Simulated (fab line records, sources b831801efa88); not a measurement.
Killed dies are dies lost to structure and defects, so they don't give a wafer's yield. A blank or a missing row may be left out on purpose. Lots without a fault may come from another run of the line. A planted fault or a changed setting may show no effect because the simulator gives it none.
Which tool did it? | flow gf180mcu | 12 lots, 36 wafers sampled, at 6 steps of a route of 602

WHAT THE GAUGES READ, wafer by wafer
GF_NSD_OVL_MEAS_08. Usual: NSD_OVL 0.6 nm, standard deviation 1.5.
lot  | measured     | on         | NSD_OVL (nm)   | flag
L218 | day 14 02:45 | overlay-02 | 0.8 0.6 0.5    |
L220 | day 14 15:33 | overlay-02 | 0.3 1.5 2.2    |
L223 | day 15 23:20 | overlay-02 | 1.6 2.5 2.6    |
L226 | day 16 14:54 | overlay-02 | 2.5 1.4 0.9    |
L227 | day 17 06:02 | overlay-01 | 2.5 3.6 1.4    |
L232 | day 18 16:47 | overlay-02 | 2.1 0.9 4.1    |
L234 | day 19 09:31 | overlay-01 | -0.7 -1.9 -3.9 |
L236 | day 20 02:11 | overlay-01 | -0.4 0.8 1.2   |
L237 | day 20 07:59 | overlay-01 | -1.3 -1.4 -0.7 |
L239 | day 21 01:44 | overlay-01 | -1.2 -2.1 -5.0 |
L240 | day 21 11:09 | overlay-02 | 1.2 -0.2 0.0   |
L241 | day 21 21:24 | overlay-01 | -1.4 -1.4 -0.2 |

GF_PSD_RS_MEAS_14: measures by four-point-probe. Usual: NSD_RS 45.73 ohm/sq, standard deviation 0.067.
lot  | measured     | on            | NSD_RS (ohm/sq)   | flag
L218 | day 15 01:11 | film_metro-02 | 45.88 45.74 45.64 |
L220 | day 15 13:46 | film_metro-04 | 45.76 45.75 45.82 |
L223 | day 16 23:23 | film_metro-02 | 45.67 45.66 45.69 |
L226 | day 17 15:05 | film_metro-04 | 45.83 45.77 45.75 |
L227 | day 18 06:05 | film_metro-01 | 45.69 45.76 45.63 |
L232 | day 19 18:43 | film_metro-02 | 46.59 45.63 45.66 | OFF
L234 | day 20 11:32 | film_metro-01 | 45.76 46.64 45.77 | OFF
L236 | day 21 03:31 | film_metro-01 | 45.78 45.72 45.63 |
L237 | day 21 09:43 | film_metro-01 | 45.72 45.72 45.70 |
L239 | day 22 02:55 | film_metro-04 | 45.78 45.81 45.84 |
L240 | day 22 11:35 | film_metro-04 | 45.70 45.72 45.83 |
L241 | day 22 21:52 | film_metro-04 | 45.78 45.82 45.89 |

GF_SALICIDE_RS_MEAS_04: measures by four-point-probe. Usual: SALICIDE_TIN_RS 16.17 ohm/sq, standard deviation 0.26.
lot  | measured     | on            | SALICIDE_TIN_RS (ohm/sq) | flag
L218 | day 16 00:17 | film_metro-04 | 16.45 16.37 16.53        |
L220 | day 16 12:55 | film_metro-03 | 15.95 15.94 16.17        |
L223 | day 18 00:09 | film_metro-04 | 16.49 16.52 16.06        |
L226 | day 18 16:13 | film_metro-02 | 16.35 16.01 16.40        |
L227 | day 19 07:10 | film_metro-02 | 16.53 16.64 16.51        |
L232 | day 20 19:55 | film_metro-02 | 16.17 16.01 16.13        |
L234 | day 21 13:07 | film_metro-02 | 16.32 16.07 16.15        |
L236 | day 22 04:21 | film_metro-02 | 16.64 16.31 16.70        |
L237 | day 22 10:49 | film_metro-03 | 16.20 15.94 16.43        |
L239 | day 23 03:47 | film_metro-04 | 16.01 15.86 16.01        |
L240 | day 23 11:29 | film_metro-04 | 16.01 15.83 16.04        |
L241 | day 23 21:31 | film_metro-04 | 16.39 15.98 16.12        |

WHICH TOOL RAN EACH LOT (tool, then ch and the chambers of the sampled wafers, then the start)
lot  | GF_NSD_IMPLANT_09               | GF_NSD_STRIP_11                      | GF_SALICIDE_SPUTTER_03
L218 | implanter-04 ch 0, day 14 02:48 | plasma_asher-03 ch 0,1, day 14 03:05 | pvd_sputter-04, day 16 00:14
L220 | implanter-02 ch 0, day 14 15:35 | plasma_asher-02 ch 0,1, day 14 15:53 | pvd_sputter-01, day 16 12:54
L223 | implanter-02 ch 0, day 15 23:23 | plasma_asher-04 ch 0,1, day 15 23:41 | pvd_sputter-01, day 18 00:08
L226 | implanter-01 ch 0, day 16 14:58 | plasma_asher-03 ch 0,1, day 16 15:14 | pvd_sputter-01, day 18 16:11
L227 | implanter-02 ch 0, day 17 06:05 | plasma_asher-03 ch 0, day 17 06:22   | pvd_sputter-01, day 19 07:08
L232 | implanter-02 ch 0, day 18 16:50 | plasma_asher-02 ch 0,1, day 18 17:08 | pvd_sputter-01, day 20 19:53
L234 | implanter-02 ch 0, day 19 09:52 | plasma_asher-02 ch 0,1, day 19 10:07 | pvd_sputter-04, day 21 13:02
L236 | implanter-01 ch 0, day 20 02:16 | plasma_asher-03 ch 0,1, day 20 02:32 | pvd_sputter-04, day 22 04:17
L237 | implanter-01 ch 0, day 20 08:01 | plasma_asher-02 ch 0,1, day 20 08:19 | pvd_sputter-04, day 22 10:47
L239 | implanter-01 ch 0, day 21 01:47 | plasma_asher-02 ch 0,1, day 21 02:05 | pvd_sputter-01, day 23 03:38
L240 | implanter-01 ch 0, day 21 11:12 | plasma_asher-04 ch 0,1, day 21 11:29 | pvd_sputter-02, day 23 11:26
L241 | implanter-04 ch 0, day 21 21:28 | plasma_asher-04 ch 0,1, day 21 21:46 | pvd_sputter-02, day 23 21:18
- GF_NSD_IMPLANT_09
- GF_NSD_STRIP_11: strips in O2/N2.
- GF_SALICIDE_SPUTTER_03: material TiN, target thk 20 nm, time 16.7 s.

WHAT THE TOOLS THEMSELVES READ (means of the sampled wafers that have a number; where no wafer has one, the mark that the record gives instead)
GF_NSD_STRIP_11. Usual: drypump_motor_current_A 5.7 A, standard deviation 0.54; heater_power_w 329 W, standard deviation 14; n2_flow_sccm 300.1 sccm, standard deviation 0.93; oes_product_au 0.484 a.u., standard deviation 0.005; strip_time_to_endpoint_s 23.16 s, standard deviation 0.042.
lot  | tool            | drypump_motor_current_A (A) | heater_power_w (W) | n2_flow_sccm (sccm) | oes_product_au (a.u.) | strip_time_to_endpoint_s (s) | flag
L218 | plasma_asher-03 | 5.5                         | 319                | 301.1               | 0.489                 | 23.20                        |
L220 | plasma_asher-02 | 5.5                         | 332                | 300.8               | 0.482                 | 23.20                        |
L223 | plasma_asher-04 | 6.5                         | 329                | 300.2               | 0.482                 | 23.09                        |
L226 | plasma_asher-03 | 5.5                         | 320                | 300.1               | 0.486                 | 23.09                        |
L227 | plasma_asher-03 | 6.2                         | 330                | 299.9               | 0.484                 | 23.15                        |
L232 | plasma_asher-02 | 5.3                         | 329                | 300.7               | 0.482                 | 22.97                        | OFF
L234 | plasma_asher-02 | 5.5                         | 334                | 299.7               | 0.487                 | 22.92                        | OFF
L236 | plasma_asher-03 | 5.9                         | 326                | 299.8               | 0.480                 | 23.21                        |
L237 | plasma_asher-02 | 5.3                         | 336                | 300.8               | 0.479                 | 23.18                        |
L239 | plasma_asher-02 | 5.3                         | 336                | 299.4               | 0.486                 | 23.12                        |
L240 | plasma_asher-04 | 6.5                         | 332                | 299.1               | 0.487                 | 23.23                        |
L241 | plasma_asher-04 | 6.3                         | 345                | 299.6               | 0.480                 | 23.18                        |

GF_SALICIDE_SPUTTER_03. Usual: throttle_valve_pct 29.8 %, standard deviation 0.89.
lot  | tool           | throttle_valve_pct (%) | flag
L218 | pvd_sputter-04 | 29.0                   |
L220 | pvd_sputter-01 | 30.1                   |
L223 | pvd_sputter-01 | 30.1                   |
L226 | pvd_sputter-01 | 30.6                   |
L227 | pvd_sputter-01 | 29.9                   |
L232 | pvd_sputter-01 | 29.9                   |
L234 | pvd_sputter-04 | 28.3                   |
L236 | pvd_sputter-04 | 28.1                   |
L237 | pvd_sputter-04 | 28.9                   |
L239 | pvd_sputter-01 | 30.6                   |
L240 | pvd_sputter-02 | 29.8                   |
L241 | pvd_sputter-02 | 30.0                   |

THE ANSWER, worked out from the rows above alone
Rule: a lot is off if the mean of its wafers that have a number lies more than 3 standard deviations from the usual mean. A lot without any number at a reading at which 4 lots or more have one is off too. The other lots that the step has rows for count as sound. The gauges are gone through in route order, then the tools' own readings, and for those a lot's mean is taken as printed above. The first step at which some lot is off is used, and at that step the reading that is off furthest; a lot without a number counts as furthest.
Off: L232, L234, at GF_PSD_RS_MEAS_14 (NSD_RS).
A tool fits if, at a process step before that reading, it ran every lot that is off, and no sound lot after the first of them. The gauges at GF_PSD_RS_MEAS_14 aren't tried: what is off there is off at GF_NSD_STRIP_11 too, on other tools, and a gauge's error can't cause that. One fits: implanter-02 at GF_NSD_IMPLANT_09. Its last sound lot is L227 (day 17 06:05), its first lot that is off L232 (day 18 16:50): a fault that began between those two fits.

WHAT THE SIMULATOR HAD PUT IN
Process parameter drift: implanter-02, from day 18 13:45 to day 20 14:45, at GF_NSD_IMPLANT_09. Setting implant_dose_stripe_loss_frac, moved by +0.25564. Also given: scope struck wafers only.
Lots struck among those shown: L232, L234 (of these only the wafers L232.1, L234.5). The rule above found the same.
